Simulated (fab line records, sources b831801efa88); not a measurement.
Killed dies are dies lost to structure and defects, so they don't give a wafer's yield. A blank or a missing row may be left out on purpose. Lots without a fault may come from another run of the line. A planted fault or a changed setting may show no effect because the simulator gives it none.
Which tool did it? | flow gf180mcu | 24 lots, 72 wafers sampled, at 5 steps of a route of 602

WHAT THE GAUGES READ, wafer by wafer
GF_M1_CD_MEAS_14: target cd 230 nm.
lot  | measured     | on        | cd_nm (nm)
L074 | day 16 20:41 | cd_sem-01 | 229.1 229.1 230.9
L075 | day 17 04:52 | cd_sem-01 | 230.9 230.1 229.8
L076 | day 17 13:11 | cd_sem-02 | 230.1 229.5 229.1
L077 | day 18 09:28 | cd_sem-01 | 231.1 230.7 229.8
L078 | day 18 16:42 | cd_sem-01 | 232.6 231.8 231.5
L079 | day 19 03:25 | cd_sem-02 | 230.5 231.6 231.0
L080 | day 19 09:13 | cd_sem-02 | 228.8 229.5 228.6
L081 | day 19 11:42 | cd_sem-02 | 230.5 229.8 230.0
L082 | day 20 08:51 | cd_sem-02 | 231.0 231.0 231.0
L083 | day 20 11:02 | cd_sem-01 | 232.2 231.4 231.4
L084 | day 20 18:40 | cd_sem-02 | 229.8 231.0 231.7
L085 | day 21 03:47 | cd_sem-02 | 230.9 230.2 232.1
L086 | day 21 14:34 | cd_sem-01 | 230.2 231.1 229.9
L087 | day 22 03:10 | cd_sem-01 | 229.6 229.5 230.4
L088 | day 22 21:17 | cd_sem-01 | 231.3 230.3 230.7
L089 | day 23 00:41 | cd_sem-01 | 230.9 230.8 230.9
L090 | day 23 05:39 | cd_sem-01 | 231.2 232.1 231.5
L091 | day 23 13:36 | cd_sem-02 | 229.9 230.7 229.2
L092 | day 23 23:57 | cd_sem-02 | 231.2 231.6 231.0
L093 | day 24 01:38 | cd_sem-02 | 232.4 232.7 232.5
L094 | day 24 10:50 | cd_sem-02 | 232.3 232.4 231.5
L095 | day 24 17:17 | cd_sem-02 | 231.1 232.1 232.9
L096 | day 24 20:55 | cd_sem-02 | 229.9 231.7 229.2
L097 | day 25 06:32 | cd_sem-02 | 228.9 229.8 229.5

GF_V4_THK_MEAS_25: measures by xrf.
lot  | measured     | on            | V4_W_THK (nm)
L074 | day 24 05:44 | film_metro-04 | 339 336 342
L075 | day 24 13:47 | film_metro-04 | 347 346 344
L076 | day 24 21:29 | film_metro-02 | 342 345 360
L077 | day 25 15:31 | film_metro-03 | 342 344 342
L078 | day 25 23:05 | film_metro-03 | 339 338 353
L079 | day 26 07:23 | film_metro-03 | 341 342 344
L080 | day 26 13:57 | film_metro-02 | 347 348 344
L081 | day 26 14:54 | film_metro-02 | 361 341 368
L082 | day 27 07:39 | film_metro-04 | 346 352 348
L083 | day 27 08:55 | film_metro-02 | 354 350 354
L084 | day 27 16:17 | film_metro-04 | 352 372 351
L085 | day 28 01:40 | film_metro-03 | 357 351 354
L086 | day 28 09:56 | film_metro-02 | 340 366 361
L087 | day 28 20:07 | film_metro-03 | 356 354 352
L088 | day 29 11:56 | film_metro-02 | 349 355 349
L089 | day 29 12:53 | film_metro-02 | 352 346 346
L090 | day 29 17:57 | film_metro-02 | 351 349 349
L091 | day 29 23:38 | film_metro-03 | 351 353 350
L092 | day 30 11:17 | film_metro-04 | 351 353 350
L093 | day 30 12:14 | film_metro-03 | 344 347 347
L094 | day 30 18:43 | film_metro-04 | 350 354 352
L095 | day 30 23:30 | film_metro-04 | 349 352 352
L096 | day 31 02:15 | film_metro-02 | 355 353 352
L097 | day 31 09:23 | film_metro-02 | 350 348 351

WHICH TOOL RAN EACH LOT (tool, then ch and the chambers of the sampled wafers, then the start)
lot  | GF_CONTACT_CVD_02               | GF_M1_METAL_ETCH_16               | GF_M2_SPUTTER_01
L074 | pecvd-04 ch 0,2, day 14 22:37   | rie_metal-03 ch 0,1, day 16 20:50 | pvd_sputter-01, day 17 23:46
L075 | pecvd-04 ch 0,2, day 15 07:22   | rie_metal-02 ch 0,1, day 17 05:01 | pvd_sputter-03, day 18 07:31
L076 | pecvd-03 ch 1,2, day 15 13:49   | rie_metal-01 ch 0,1, day 17 13:20 | pvd_sputter-03, day 18 15:23
L077 | pecvd-03 ch 0,1, day 16 08:27   | rie_metal-01 ch 0,1, day 18 09:37 | pvd_sputter-03, day 19 12:31
L078 | pecvd-01 ch 0,1,2, day 16 15:52 | rie_metal-01 ch 0, day 18 16:50   | pvd_sputter-01, day 19 20:05
L079 | pecvd-04 ch 0,2, day 17 01:39   | rie_metal-01 ch 0,1, day 19 03:34 | pvd_sputter-03, day 20 06:50
L080 | pecvd-03 ch 1,2, day 17 06:49   | rie_metal-01 ch 0,1, day 19 09:23 | pvd_sputter-02, day 20 12:56
L081 | pecvd-03 ch 0,1,2, day 17 09:54 | rie_metal-03 ch 0, day 19 11:52   | pvd_sputter-01, day 20 15:05
L082 | pecvd-04 ch 0,1,2, day 18 07:10 | rie_metal-02 ch 0,1, day 20 09:01 | pvd_sputter-01, day 21 11:44
L083 | pecvd-03 ch 0,1,2, day 18 07:57 | rie_metal-03 ch 0, day 20 11:11   | pvd_sputter-02, day 21 13:48
L084 | pecvd-04 ch 0,2, day 18 17:10   | rie_metal-01 ch 0,1, day 20 18:49 | pvd_sputter-02, day 21 21:15
L085 | pecvd-04 ch 0,1,2, day 19 01:30 | rie_metal-02 ch 0,1, day 21 03:56 | pvd_sputter-02, day 22 07:05
L086 | pecvd-03 ch 0,2, day 19 13:14   | rie_metal-03 ch 0, day 21 14:43   | pvd_sputter-02, day 22 17:19
L087 | pecvd-04 ch 0,1, day 20 01:37   | rie_metal-03 ch 0, day 22 03:22   | pvd_sputter-02, day 23 04:56
L088 | pecvd-01 ch 0,2, day 20 20:02   | rie_metal-03 ch 0, day 22 21:26   | pvd_sputter-02, day 23 23:10
L089 | pecvd-03 ch 0,1,2, day 21 00:13 | rie_metal-03 ch 0, day 23 00:50   | pvd_sputter-02, day 24 02:07
L090 | pecvd-01 ch 1,2, day 21 04:26   | rie_metal-01 ch 0, day 23 05:50   | pvd_sputter-03, day 24 07:13
L091 | pecvd-01 ch 0,1,2, day 21 13:43 | rie_metal-01 ch 0, day 23 13:44   | pvd_sputter-01, day 24 15:19
L092 | pecvd-03 ch 0,1, day 22 00:23   | rie_metal-02 ch 0, day 24 00:05   | pvd_sputter-01, day 25 01:49
L093 | pecvd-04 ch 0,1,2, day 22 01:56 | rie_metal-03 ch 0, day 24 01:48   | pvd_sputter-02, day 25 03:11
L094 | pecvd-03 ch 0,2, day 22 10:54   | rie_metal-03 ch 0, day 24 10:59   | pvd_sputter-01, day 25 11:58
L095 | pecvd-01 ch 0,1, day 22 17:24   | rie_metal-01 ch 0,1, day 24 17:26 | pvd_sputter-03, day 25 18:17
L096 | pecvd-04 ch 1,2, day 22 22:04   | rie_metal-01 ch 0,1, day 24 21:04 | pvd_sputter-03, day 25 21:54
L097 | pecvd-01 ch 0,1,2, day 23 07:26 | rie_metal-02 ch 0,1, day 25 06:41 | pvd_sputter-02, day 26 06:43
- GF_CONTACT_CVD_02: deposits SiO2 from TEOS, target thk 860 nm, time 95.992 s.
- GF_M1_METAL_ETCH_16: etches the open film in Cl2/BCl3, stops on SiO2, target depth 627.5 nm, time 104.6 s.
- GF_M2_SPUTTER_01: material TiN, target thk 30 nm, time 25 s.

WHAT THE TOOLS THEMSELVES READ (means of the sampled wafers that have a number; where no wafer has one, the mark that the record gives instead)
GF_CONTACT_CVD_02.
lot  | tool     | heater_power_w (W) | rf_fwd_power_W (W)
L074 | pecvd-04 | 734                | 595.0
L075 | pecvd-04 | 736                | 596.1
L076 | pecvd-03 | 683                | 596.6
L077 | pecvd-03 | 649                | 593.8
L078 | pecvd-01 | 666                | 596.9
L079 | pecvd-04 | 718                | 594.8
L080 | pecvd-03 | 689                | 597.1
L081 | pecvd-03 | 611                | 596.2
L082 | pecvd-04 | 681                | 594.8
L083 | pecvd-03 | 629                | 596.9
L084 | pecvd-04 | 664                | 596.4
L085 | pecvd-04 | 686                | 595.7
L086 | pecvd-03 | 597                | 597.1
L087 | pecvd-04 | 746                | 598.3
L088 | pecvd-01 | 660                | 597.2
L089 | pecvd-03 | 611                | 595.2
L090 | pecvd-01 | 669                | 597.8
L091 | pecvd-01 | 679                | 595.3
L092 | pecvd-03 | 647                | 596.9
L093 | pecvd-04 | 600                | 596.9
L094 | pecvd-03 | 600                | 598.1
L095 | pecvd-01 | 663                | 593.8
L096 | pecvd-04 | 600                | 596.1
L097 | pecvd-01 | 648                | 599.6

GF_M1_METAL_ETCH_16.
lot  | tool         | chamber_pressure_mTorr (mTorr) | drypump_motor_current_A (A) | oes_product_au (a.u.) | rf_fwd_power_W (W) | throttle_valve_pct (%)
L074 | rie_metal-03 | 7.995                          | 5.19                        | 0.967                 | 797                | 28.261
L075 | rie_metal-02 | 8.000                          | 5.99                        | 0.979                 | 796                | 28.247
L076 | rie_metal-01 | 8.001                          | 5.61                        | 0.973                 | 796                | 28.246
L077 | rie_metal-01 | 8.003                          | 5.60                        | 0.974                 | 799                | 28.257
L078 | rie_metal-01 | 8.003                          | 5.88                        | 0.971                 | 790                | 28.251
L079 | rie_metal-01 | 8.005                          | 5.73                        | 0.971                 | 793                | 28.250
L080 | rie_metal-01 | 7.989                          | 5.75                        | 0.975                 | 792                | 28.239
L081 | rie_metal-03 | 7.994                          | 5.36                        | 0.971                 | 796                | 28.257
L082 | rie_metal-02 | 8.004                          | 5.99                        | 0.974                 | 798                | 28.249
L083 | rie_metal-03 | 7.999                          | 5.35                        | 0.971                 | 798                | 28.247
L084 | rie_metal-01 | 8.004                          | 5.59                        | 0.962                 | 795                | 28.258
L085 | rie_metal-02 | 7.993                          | 6.00                        | 0.983                 | 795                | 28.246
L086 | rie_metal-03 | 7.999                          | 5.36                        | 0.964                 | 798                | 28.262
L087 | rie_metal-03 | 7.998                          | 5.35                        | 0.966                 | 794                | 28.257
L088 | rie_metal-03 | 8.002                          | 5.36                        | 0.973                 | 798                | 28.251
L089 | rie_metal-03 | 7.998                          | 5.34                        | 0.970                 | 798                | 28.262
L090 | rie_metal-01 | 8.012                          | 5.87                        | 0.968                 | 791                | 28.248
L091 | rie_metal-01 | 7.999                          | 5.86                        | 0.966                 | 793                | 28.251
L092 | rie_metal-02 | 8.000                          | 6.08                        | 0.969                 | 798                | 28.249
L093 | rie_metal-03 | 8.005                          | 5.34                        | 0.980                 | 798                | 28.244
L094 | rie_metal-03 | 7.992                          | 5.36                        | 0.972                 | 797                | 28.259
L095 | rie_metal-01 | 7.994                          | 5.73                        | 0.979                 | 792                | 28.252
L096 | rie_metal-01 | 8.000                          | 5.73                        | 0.981                 | 794                | 28.237
L097 | rie_metal-02 | 7.998                          | 5.91                        | 0.972                 | 796                | 28.251

GF_M2_SPUTTER_01.
lot  | tool           | throttle_valve_pct (%)
L074 | pvd_sputter-01 | 31.0
L075 | pvd_sputter-03 | 30.3
L076 | pvd_sputter-03 | 30.7
L077 | pvd_sputter-03 | 30.4
L078 | pvd_sputter-01 | 31.0
L079 | pvd_sputter-03 | 30.5
L080 | pvd_sputter-02 | 30.1
L081 | pvd_sputter-01 | 30.7
L082 | pvd_sputter-01 | 30.4
L083 | pvd_sputter-02 | 30.1
L084 | pvd_sputter-02 | 30.4
L085 | pvd_sputter-02 | 30.1
L086 | pvd_sputter-02 | 30.2
L087 | pvd_sputter-02 | 30.0
L088 | pvd_sputter-02 | 30.4
L089 | pvd_sputter-02 | 30.1
L090 | pvd_sputter-03 | 30.2
L091 | pvd_sputter-01 | 31.1
L092 | pvd_sputter-01 | 30.8
L093 | pvd_sputter-02 | 30.0
L094 | pvd_sputter-01 | 30.1
L095 | pvd_sputter-03 | 30.0
L096 | pvd_sputter-03 | 30.0
L097 | pvd_sputter-02 | 29.8

THE ANSWER, worked out from the rows above alone
Rule: what is usual is taken from the lots themselves. Put in order of their means at a reading, lots are off if they are a third of the lots or fewer, leave a main group of 4 or more, and stand apart from it by a gap of 3 or more times the standard deviation of the main group's means; of several such gaps the widest counts. A main group whose means are all the same, to the digits that the tables above print for the reading, isn't used. A lot without any number at a reading at which 4 lots or more have one is off too. The other lots that the step has rows for count as sound. The gauges are gone through in route order, then the tools' own readings, and for those a lot's mean is taken as printed above. The first step at which some lot is off is used, and at that step the reading that is off furthest; a lot without a number counts as furthest.
No lot is off at any reading shown: from this, nothing can be told.

WHAT THE SIMULATOR HAD PUT IN
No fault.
